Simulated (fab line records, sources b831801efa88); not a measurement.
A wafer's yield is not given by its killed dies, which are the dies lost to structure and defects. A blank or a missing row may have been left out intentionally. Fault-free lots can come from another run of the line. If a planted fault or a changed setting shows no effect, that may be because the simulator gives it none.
Comparing a struck lot with a sound one | flow sky130 | 15 out of 708 route steps
Sound: these wafers, L190.2, L190.3, L190.5. Struck: wafers L201.4, L201.5 (left out: L201.6, a lot-mate that was not struck); the cause follows at the end.
At each step with rows: each side's tool, then ch and its chambers, then its first start. Under that, the readings that differ: sound wafers | struck wafers | difference of the means | sigmas: that difference in standard deviations of wafers without a fault.
alike: words and numbers the same on both sides, and readings whose means are apart by under 2 such deviations; not compared: readings that were withheld, readings missing a value for some wafer, numbers with overlapping values and no deviation given by the record, and bounds like >300 which may hide the same value.
A row with sigmas, a row that says differs or no value, or rows on one side alone: a step with any of these is where the two part. Non-overlapping numbers with no deviation appear without sigmas and do not part them. A reading that every wafer of one side lacks parts them only if that side has two wafers or more.

first, 8 steps without rows for these wafers: SKY_METAL4_DEHYDRATE_05 (time 60 s); SKY_METAL4_HMDS_06 (prime time 60 s); SKY_METAL4_COAT_07 (resist thk 60 nm); SKY_METAL4_COAT_08 (resist thk 1140 nm); SKY_METAL4_SOFTBAKE_09 (time 90 s); SKY_METAL4_EXPOSE_10 (exposes mask MM4, target cd 300 nm); SKY_METAL4_PEB_11; SKY_METAL4_DEVELOP_12 (develop time 62.52 s).
SKY_METAL4_CD_MEAS_13: the cd target is 300 nm.
  sound: cd sem-02 at day 44 22:41; struck: cd sem-01 at day 47 09:01
  alike: cd nm
SKY_METAL4_OVL_MEAS_14:
  sound: overlay-01 at day 44 22:47; struck: overlay-02 at day 47 09:05
  reading         | sound     | struck | difference | sigmas
  METAL4_OVL (nm) | -9 -9 -10 | 6 2    | +13        | +3
SKY_METAL4_DESCUM_15: chemistry O2, time 8 s.
  sound on rie metal-04 ch 0,1, day 44 22:49; struck on rie metal-02 ch 1, day 47 09:07
  alike: drypump motor current A, oes product au, rf fwd power W
  not compared: rf hours counter h
SKY_METAL4_ETCH_16: etches BARC in N2/H2, stops on SiO2, time 88.2 s, target depth 60 nm.
  sound on rie metal-04 ch 0,1, day 44 22:52; struck on rie metal-02 ch 1, day 47 09:11
  alike: drypump motor current A, oes product au, rf fwd power W, throttle valve pct
  not compared: rf hours counter h
SKY_METAL4_ETCH_17: etches SiO2 in C4F8/O2/Ar, stops on TiN, time 3.9 s, target depth 15 nm.
  sound on rie diel-01 ch 0,2, day 44 22:57; struck on rie diel-03 ch 0, day 47 09:14
  reading            | sound          | struck    | difference | sigmas
  rf fwd power W (W) | 1460 1463 1463 | 1231 1233 | -230       | -27
  alike: oes product au
  not compared: rf hours counter h
SKY_METAL4_METAL_ETCH_18: etches the open film in Cl2/BCl3, stops on SiO2, target depth 845 nm, time 183.1 s.
  sound on rie metal-02 ch 0,1, day 44 22:58; struck on rie metal-04 ch 0, day 47 09:26
  alike: drypump motor current A, mfc cl2 sccm, oes product au, rf fwd power W, throttle valve pct
  not compared: rf hours counter h
-- the record jumps here: 3 days lie between the struck wafers' starts before and after (it left off in module METAL4 and takes up again in module PAD_OPEN, whose first step shown is number 708 of the route) --
SKY_PAD_OPEN_PROBE_99:
  sound: prober-01 at day 48 15:55; struck: prober-02 at day 50 15:50
  reading            | sound    | struck | difference | sigmas
  killed_at_M0_to_M3 | 58 43 50 | 35 36  | -15        | -2
  alike: defect limited yield, killed_at_M4_up, killed at contacts, killed at front end, killed at other, killed dies, killed open, killed short, sort_bin_3_pad_short, sort_bin_5_function, sort_bin_6_memory, sort n pass, sort yield pct

## WHERE THEY PART
At SKY_METAL4_OVL_MEAS_14 first; at SKY_PAD_OPEN_PROBE_99 last (within this record only).

WHY: the cause the simulator had injected
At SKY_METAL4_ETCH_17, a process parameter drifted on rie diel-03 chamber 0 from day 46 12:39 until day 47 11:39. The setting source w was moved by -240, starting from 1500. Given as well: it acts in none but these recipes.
